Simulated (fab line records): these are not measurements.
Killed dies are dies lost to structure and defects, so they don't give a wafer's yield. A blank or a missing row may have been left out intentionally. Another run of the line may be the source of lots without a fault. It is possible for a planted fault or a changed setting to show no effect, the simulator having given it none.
fab line records	flow sky130
[record] lots = 10	wafers = 30	last-day = 50
route steps=708 shown CAP2M@616 METAL4@629 PASSIVATION@687 PAD_OPEN@708
lots with no fault: from the same line, run without faults
start-h: start of the lot's first displayed wafer, in hours after the record's first day	wait-h: time in hours since the lot's previous step	" unchanged from the row above	L1.1+2: several wafers, shown together as one row	- no value present, or no start provided	* or withheld: withheld	< > ~ a bound
route shown NAME@n: a module of which the file shows steps, and the number in the route of the first	usual: mean/standard deviation taken from wafers without a fault	same: alike in all rows	chamber/n: place in a boat	sites: the reading at each site	_std_site: the standard deviation of these	_edge_site: inner sites' mean taken away from outer sites' mean	radius-mm: how far each site lies from the wafer's centre	mask NAME#n: copy n	behind: the tool/chamber that last shaped the wafer	hold: cause of the lot's hold/its duration in hours/its outcome	device: the transistor (n, p or np) that didn't switch	end of line: the route-end tests of the same wafers	a step without rows: its recipe alone	killed: dies that structure and defects cost at the first sort, which is not the same as the wafer's yield	map: per-die view of a wafer (x killed, . not killed, _ where there is no die)
set.NAME: the setting that was run; set.NAME@STEP: the one run at that earlier step	model.NAME: the simulator's own value behind a step, which no gauge read
steps of the route over a sample of lots; a table a step, a row a wafer
services: a tool's chamber out of use, with start hour (start-h, from the record's first day; less than 0 if before it), hours out, and reason
[[steps]]
[step SKY_CAP2M_METAL_ETCH_13]
[recipe] target-depth-nm = 220	stop-on = SiO2	chemistry = Cl2/BCl3	target = TiN	pressure-mtorr = 10	icp-w = 900	bias-w = 48.5	Cl2_flow_sccm = 60	bcl3-flow-sccm = 30	time-s = 62.9
[usual] drypump-motor-current-A = 5.7/0.58	oes-product-au = 0.940/0.0076	rf-fwd-power-W = 893/3.3	throttle-valve-pct = 21.903/0.011
lot.wafer	tool	chamber	start-h	wait-h	drypump-motor-current-A	oes-product-au	rf-fwd-power-W	rf-hours-counter-h	throttle-valve-pct
L812.2	rie-metal-04	1	952.47	0.0	6.1	0.946	886	4	21.900
L812.4	"	1	"	"	6.1	0.943	886	-	21.887
L812.5	"	1	"	"	6.1	0.949	886	-	21.883
L814.2	rie-metal-04	1	962.28	0.0	6.1	0.940	892	4	21.904
L814.4	"	1	"	"	6.1	0.938	892	-	21.891
L814.5	"	1	"	"	6.1	0.933	896	-	21.911
L815.2	rie-metal-01	0	972.41	0.0	5.2	0.941	888	-	21.907
L815.3	"	0	"	"	5.2	0.941	891	-	21.908
L815.5	"	0	"	"	5.3	0.940	892	-	21.898
L819.1	rie-metal-04	1	1016.78	0.0	6.1	0.934	898	7	21.905
L819.2	"	0	"	"	5.0	0.939	894	4	21.903
L819.6	"	1	"	"	6.1	0.949	897	-	21.908
L820.1	rie-metal-04	1	1018.83	0.0	6.1	0.932	892	8	21.906
L820.4	"	0	"	"	5.0	0.941	897	-	21.916
L820.6	"	1	"	"	6.1	0.936	891	-	21.883
L821.4	rie-metal-01	1	1024.69	0.1	6.6	0.938	893	-	21.907
L821.5	"	1	"	"	6.6	0.929	892	-	21.922
L821.6	"	1	"	"	6.6	0.948	900	-	21.893
L822.2	rie-metal-04	0	1038.77	0.0	4.9	0.943	891	5	21.889
L822.5	"	1	"	"	6.1	0.959	893	-	21.893
L822.6	"	0	"	"	4.9	0.944	893	-	21.899
L827.1	rie-metal-02	0	1062.18	0.0	6.4	0.948	893	5	21.896
L827.2	"	1	"	"	5.7	0.940	894	18	21.906
L827.6	"	0	"	"	6.4	0.941	896	-	21.889
L828.1	rie-metal-04	1	1076.37	0.0	6.1	0.938	890	11	21.898
L828.4	"	0	"	"	4.9	0.929	896	-	21.900
L828.6	"	0	"	"	4.9	0.926	895	-	21.916
L835.1	rie-metal-01	1	1100.33	0.0	6.6	0.939	893	17	21.914
L835.3	"	0	"	"	5.3	0.946	890	-	21.896
L835.5	"	0	"	"	5.3	0.938	892	-	21.910
[step SKY_METAL4_CD_MEAS_13]
[recipe] target-cd-nm = 300
[usual] cd-nm = 299.8/1.2
lot.wafer	tool	chamber	start-h	wait-h	cd-nm
L812.2	cd-sem-02	-	976.81	-	297.9
L812.4	"	-	"	"	298.5
L812.5	"	-	"	"	297.9
L814.2	cd-sem-02	-	986.55	-	299.7
L814.4	"	-	"	"	299.3
L814.5	"	-	"	"	299.6
L815.2	cd-sem-01	-	996.73	-	299.9
L815.3	"	-	"	"	300.6
L815.5	"	-	"	"	299.8
L819.1	cd-sem-02	-	1039.81	-	299.7
L819.2	"	-	"	"	301.2
L819.6	"	-	"	"	299.6
L820.1	cd-sem-02	-	1041.46	-	297.3
L820.4	"	-	"	"	297.3
L820.6	"	-	"	"	299.0
L821.4	cd-sem-02	-	1047.75	-	301.4
L821.5	"	-	"	"	299.6
L821.6	"	-	"	"	299.9
L822.2	cd-sem-02	-	1061.13	-	300.5
L822.5	"	-	"	"	301.3
L822.6	"	-	"	"	300.9
L827.1	cd-sem-01	-	1083.54	-	299.7
L827.2	"	-	"	"	298.6
L827.6	"	-	"	"	300.2
L828.1	cd-sem-01	-	1097.13	-	300.2
L828.4	"	-	"	"	300.1
L828.6	"	-	"	"	298.3
L835.1	cd-sem-01	-	1120.20	-	301.1
L835.3	"	-	"	"	300.9
L835.5	"	-	"	"	300.7
[step SKY_METAL4_METAL_ETCH_18]
[recipe] target-depth-a = 8450	stop-on = SiO2	over-etch-frac = 0.3	time-s = 183.1	chemistry = Cl2/BCl3	resist-sidewall-deg = 88	pressure-mtorr = 10	icp-w = 900	bias-w = 48.5	Cl2_flow_sccm = 60	bcl3-flow-sccm = 30
[usual] drypump-motor-current-A = 5.7/0.44	oes-product-au = 0.867/0.0057	rf-fwd-power-W = 897/3.2	throttle-valve-pct = 22.265/0.0083
lot.wafer	tool	chamber	start-h	wait-h	drypump-motor-current-A	oes-product-au	rf-fwd-power-W	rf-hours-counter-h	throttle-valve-pct
L812.2	rie-metal-03	1	977.10	0.0	5.5	0.857	892	13	22.274
L812.4	"	1	"	"	5.5	0.852	896	-	22.251
L812.5	"	1	"	"	5.5	0.867	895	-	22.260
L814.2	rie-metal-01	0	986.83	0.0	5.3	0.869	896	22	22.264
L814.4	"	0	"	"	5.3	0.869	890	-	22.262
L814.5	"	1	"	"	6.6	0.866	900	-	22.267
L815.2	rie-metal-03	0	997.01	0.0	5.8	0.867	899	10	22.262
L815.3	"	0	"	"	5.8	0.864	899	-	22.253
L815.5	"	0	"	"	5.8	0.865	898	-	22.264
L819.1	rie-metal-03	1	1040.11	0.0	5.5	0.874	894	16	22.265
L819.2	"	0	"	"	5.8	0.870	899	13	22.274
L819.6	"	0	"	"	5.8	0.865	900	-	22.268
L820.1	rie-metal-03	1	1041.76	0.0	5.4	0.876	898	17	22.267
L820.4	"	0	"	"	5.8	0.877	897	-	22.270
L820.6	"	0	"	"	5.8	0.865	893	-	22.275
L821.4	rie-metal-02	0	1048.19	0.1	6.4	0.870	900	-	22.269
L821.5	"	0	"	"	6.4	0.866	893	-	22.253
L821.6	"	1	"	"	5.7	0.864	898	-	22.273
L822.2	rie-metal-03	1	1061.42	0.0	5.5	0.869	894	18	22.265
L822.5	"	0	"	"	5.8	0.872	898	-	22.266
L822.6	"	1	"	"	5.5	0.868	891	-	22.269
L827.1	rie-metal-01	0	1083.85	0.0	5.3	0.870	904	3	22.248
L827.2	"	0	"	"	5.3	0.868	900	-	22.266
L827.6	"	0	"	"	5.3	0.866	898	-	22.269
L828.1	rie-metal-03	1	1097.43	0.0	5.5	0.873	896	22	22.267
L828.4	"	1	"	"	5.5	0.868	893	-	22.269
L828.6	"	1	"	"	5.5	0.871	896	-	22.267
L835.1	rie-metal-03	0	1120.50	0.0	5.8	0.853	897	17	22.266
L835.3	"	1	"	"	5.5	0.850	890	-	22.259
L835.5	"	0	"	"	5.8	0.855	896	-	22.256
[step SKY_PASSIVATION_COAT_06]
[recipe] spin-rpm = 2000	resist-thk-nm = 3000
[usual] spin-speed-rpm = 1999.9/1.4
lot.wafer	tool	chamber	start-h	wait-h	spin-speed-rpm
L812.2	litho-track-04	0	1038.55	0.1	2001.3
L812.4	"	0	"	"	2000.6
L812.5	"	0	"	"	2000.2
L814.2	litho-track-04	0	1045.15	0.1	1999.1
L814.4	"	0	"	"	2000.6
L814.5	"	0	"	"	2001.0
L815.2	litho-track-03	0	1056.21	0.1	1998.8
L815.3	"	0	"	"	2001.2
L815.5	"	0	"	"	1998.4
L819.1	litho-track-04	0	1097.43	0.1	2123.2
L819.2	"	0	"	"	2121.8
L819.6	"	0	"	"	2121.3
L820.1	litho-track-03	0	1097.64	0.1	2000.1
L820.4	"	0	"	"	1999.9
L820.6	"	0	"	"	1999.1
L821.4	litho-track-04	0	1104.60	0.1	2121.0
L821.5	"	0	"	"	2122.2
L821.6	"	0	"	"	2120.8
L822.2	litho-track-04	0	1115.35	0.1	2119.8
L822.5	"	0	"	"	2118.6
L822.6	"	0	"	"	2121.6
L827.1	litho-track-03	0	1136.64	0.1	2000.4
L827.2	"	0	"	"	2001.5
L827.6	"	0	"	"	2001.0
L828.1	litho-track-03	0	1150.14	0.1	1997.8
L828.4	"	0	"	"	2000.8
L828.6	"	0	"	"	2001.2
L835.1	litho-track-03	0	1169.99	0.1	2000.2
L835.3	"	0	"	"	1999.3
L835.5	"	0	"	"	1998.5
[step SKY_PASSIVATION_STRIP_12]
[recipe] chemistry = O2/N2	power-w = 1400	pressure-mtorr = 1500	platen-temp-c = withheld	overash-fraction = 0.7	o2-flow-sccm = 3000	n2-flow-sccm = 300
[usual] drypump-motor-current-A = 5.7/0.57	oes-product-au = 0.660/0.0045	strip-time-to-endpoint-s = 31.50/0.16
lot.wafer	tool	chamber	start-h	wait-h	drypump-motor-current-A	oes-product-au	rf-hours-counter-h	strip-time-to-endpoint-s
L812.2	plasma-asher-01	0	1049.10	0.1	6.4	0.664	31	31.55
L812.4	"	1	"	"	5.0	0.664	-	31.21
L812.5	"	0	"	"	6.4	0.661	-	31.38
L814.2	plasma-asher-02	0	1056.99	0.1	6.3	0.667	58	31.62
L814.4	"	0	"	"	6.3	0.661	-	31.56
L814.5	"	0	"	"	6.3	0.663	-	31.75
L815.2	plasma-asher-04	0	1066.84	0.1	5.9	0.665	0	31.38
L815.3	"	1	"	"	5.0	0.662	-	31.53
L815.5	"	0	"	"	5.9	0.652	-	31.49
L819.1	plasma-asher-02	0	1107.39	0.1	6.3	0.660	63	30.38
L819.2	"	1	"	"	5.4	0.664	63	30.40
L819.6	"	0	"	"	6.4	0.661	-	30.33
L820.1	plasma-asher-04	0	1107.74	0.1	5.9	0.657	4	31.48
L820.4	"	0	"	"	5.8	0.654	-	31.39
L820.6	"	0	"	"	5.9	0.668	-	31.41
L821.4	plasma-asher-04	1	1114.37	0.1	5.0	0.657	-	30.56
L821.5	"	0	"	"	5.9	0.662	-	30.61
L821.6	"	1	"	"	5.0	0.667	-	30.54
L822.2	plasma-asher-02	1	1125.90	0.1	5.4	0.659	65	30.46
L822.5	"	0	"	"	6.3	0.665	-	30.65
L822.6	"	1	"	"	5.4	0.658	-	30.55
L827.1	plasma-asher-02	0	1146.29	0.1	6.3	0.665	67	31.54
L827.2	"	1	"	"	5.4	0.658	67	31.51
L827.6	"	1	"	"	5.4	0.654	-	31.44
L828.1	plasma-asher-04	0	1159.90	0.1	5.9	0.667	9	31.34
L828.4	"	1	"	"	5.0	0.661	-	31.32
L828.6	"	0	"	"	5.9	0.653	-	31.25
L835.1	plasma-asher-02	1	1178.64	0.1	5.4	0.658	70	31.09
L835.3	"	1	"	"	5.4	0.662	-	31.21
L835.5	"	1	"	"	5.4	0.651	-	31.35
[step SKY_PAD_OPEN_PROBE_99]
[usual] defect-limited-yield = 82.4/1.7	killed_at_M0_to_M3 = 44/6.9	killed_at_M4_up = 3.3/1.7	killed-at-contacts = 24/4.7	killed-at-front-end = 15/4.5	killed-at-other = 0.2/0.49	killed-dies = 86/8.4	killed-open = 47/6.5	killed-short = 39/6	sort_bin_3_pad_short = 0.9/0.4	sort_bin_5_function = 10.4/1.5	sort_bin_6_memory = 6.3/1	sort-n-pass = 406/8.4	sort-yield-pct = 82.4/1.7
[same] gross-dies = 492	killed-at-back-side = 0	sort_bin_4_leakage[%] = 0	sort_bin_8_speed[%] = 0
lot.wafer	tool	chamber	start-h	wait-h	defect-limited-yield[%]	killed_at_M0_to_M3	killed_at_M4_up	killed-at-contacts	killed-at-front-end	killed-at-other	killed-dies	killed-open	killed-short	sort_bin_3_pad_short[%]	sort_bin_5_function[%]	sort_bin_6_memory[%]	sort-n-pass	sort-yield-pct[%]
L819.1	prober-01	-	1129.34	0.1	82.5	37	2	31	15	1	86	54	32	1.2	11.2	5.1	406	82.5
L819.2	prober-01	-	1129.39	0.1	82.9	37	1	20	25	1	84	40	44	0.8	11.2	5.1	408	82.9
L819.6	prober-01	-	1129.59	0.2	84.3	41	4	16	16	0	77	36	41	1.2	7.1	7.3	415	84.3
L822.2	prober-02	-	1146.87	0.1	83.9	45	3	22	9	0	79	45	34	0.8	8.7	6.5	413	83.9
L822.5	prober-02	-	1147.02	0.2	83.3	40	3	29	10	0	82	46	36	1.0	10.0	5.7	410	83.3
L822.6	prober-02	-	1147.07	0.2	84.1	30	1	29	17	1	78	52	26	0.6	9.6	5.7	414	84.1
L828.1	prober-01	-	1179.41	0.1	81.1	42	1	33	17	0	93	55	38	1.2	11.8	5.9	399	81.1
L828.4	prober-01	-	1179.56	0.2	83.1	44	4	16	18	1	83	40	43	0	7.9	8.9	409	83.1
L828.6	prober-01	-	1179.66	0.2	82.3	40	3	21	21	2	87	48	39	0.8	11.0	5.9	405	82.3
// killed by level:class
L819.1 CONTACT:geometric-particle:open=14 LI_CONTACT:geometric-particle:open=9 VIA1:geometric-particle:open=9 POLY_GATE:geometric-particle:open=6 LI_CONTACT:geometric-particle:short=5 METAL1:geometric-particle:short=5 METAL3:geometric-particle:short=4 METAL2:geometric-particle:short=4
L819.2 VIA1:geometric-particle:open=9 FIELD_ISO:geometric-particle:open=8 FIELD_ISO:geometric-particle:short=8 METAL1:geometric-particle:short=8 METAL2:geometric-particle:short=5 CONTACT:geometric-particle:short=5 VIA2:geometric-particle:open=5 LI_CONTACT:geometric-particle:open=4
L819.6 VIA1:geometric-particle:open=9 CONTACT:geometric-particle:short=5 CONTACT:geometric-particle:open=5 METAL1:geometric-particle:short=5 VIA3:geometric-particle:open=5 METAL2:geometric-particle:short=5 FIELD_ISO:geometric-particle:short=4 POLY_GATE:geometric-particle:open=4
L822.2 VIA2:geometric-particle:open=9 LI_CONTACT:geometric-particle:open=8 VIA1:geometric-particle:open=7 CONTACT:geometric-particle:open=7 VIA3:geometric-particle:open=7 METAL1:geometric-particle:short=5 VIA3:geometric-particle:short=5 VIA1:geometric-particle:short=4
L822.5 CONTACT:geometric-particle:open=10 LI_CONTACT:geometric-particle:open=8 VIA1:geometric-particle:open=8 VIA3:geometric-particle:open=8 VIA2:geometric-particle:open=5 LOCAL_INTERCONNECT:geometric-particle:short=5 METAL2:geometric-particle:short=5 VIA2:geometric-particle:short=5
L822.6 LI_CONTACT:geometric-particle:open=12 CONTACT:geometric-particle:open=10 VIA1:geometric-particle:open=7 POLY_GATE:geometric-particle:short=6 VIA2:geometric-particle:open=6 FIELD_ISO:geometric-particle:open=5 VIA3:geometric-particle:open=5 POLY_GATE:geometric-particle:open=3
L828.1 CONTACT:geometric-particle:open=12 VIA3:geometric-particle:open=10 VIA1:geometric-particle:open=10 LI_CONTACT:geometric-particle:open=8 CONTACT:geometric-particle:short=7 METAL1:geometric-particle:short=7 FIELD_ISO:geometric-particle:open=6 VIA1:geometric-particle:short=5
L828.4 VIA1:geometric-particle:open=9 METAL1:geometric-particle:short=7 LI_CONTACT:geometric-particle:open=6 VIA3:geometric-particle:open=5 VIA2:geometric-particle:short=5 VIA2:geometric-particle:open=5 VIA1:geometric-particle:short=4 METAL2:geometric-particle:short=4
L828.6 CONTACT:geometric-particle:open=9 LI_CONTACT:geometric-particle:open=7 VIA1:geometric-particle:open=7 VIA2:geometric-particle:open=6 FIELD_ISO:geometric-particle:short=5 POLY_GATE:geometric-particle:open=5 FIELD_ISO:geometric-particle:open=4 METAL1:geometric-particle:short=4
[[services]]
tool	chamber	start-h	hours	kind
rie-metal-02	-	938.23	0.4	repair
rie-metal-02	-	938.30	1.4	repair
rie-metal-02	-	946.98	1.5	repair
rie-metal-01	0	950.78	12.2	repair
rie-metal-02	-	955.29	0.6	repair
rie-metal-03	-	961.36	0.7	repair
plasma-asher-02	-	967.12	12.5	repair
rie-metal-02	1	979.04	6.5	repair
plasma-asher-02	-	979.59	2.8	pm
rie-metal-02	0	991.75	16.0	repair
plasma-asher-02	-	1009.30	3.3	repair
plasma-asher-01	-	1015.56	2.1	repair
plasma-asher-01	-	1045.97	1.5	repair
plasma-asher-04	-	1055.25	9.0	pm
rie-metal-01	1	1070.46	21.6	repair
rie-metal-01	-	1073.64	1.1	repair
rie-metal-02	0	1082.83	14.1	repair
rie-metal-03	0	1084.67	27.3	repair
rie-metal-02	-	1091.49	1.4	pm
rie-metal-04	0	1092.78	32.9	repair
plasma-asher-02	-	1102.52	1.6	repair
plasma-asher-04	-	1110.06	2.8	pm
rie-metal-03	-	1116.39	2.8	pm
plasma-asher-01	-	1151.02	0.5	repair
[[key]]
[first-sign] step = SKY_PASSIVATION_COAT_06	reading = spin-speed-rpm	direction = up	sigmas = 86	usual = 1999.9	struck = 2121.2
[effect] step = SKY_PASSIVATION_STRIP_12	reading = strip-time-to-endpoint-s	direction = down	sigmas = 6.1	usual = *	struck = *
met-at SKY_PASSIVATION_COAT_06
struck-lots L819,L821,L822
not-acting-at SKY_CAP2M_METAL_ETCH_13,SKY_METAL4_CD_MEAS_13,SKY_METAL4_METAL_ETCH_18
onset-between 1045.15 1097.43
[fault] kind = process-parameter-drift	tool = litho-track-04	chamber = -	onset-h = 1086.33	steps = SKY_PASSIVATION_COAT_06	channel = spin-rpm	offset = 121.85	shape = step	end-h = 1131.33	acts-in = these-recipes-only	stated = 2000
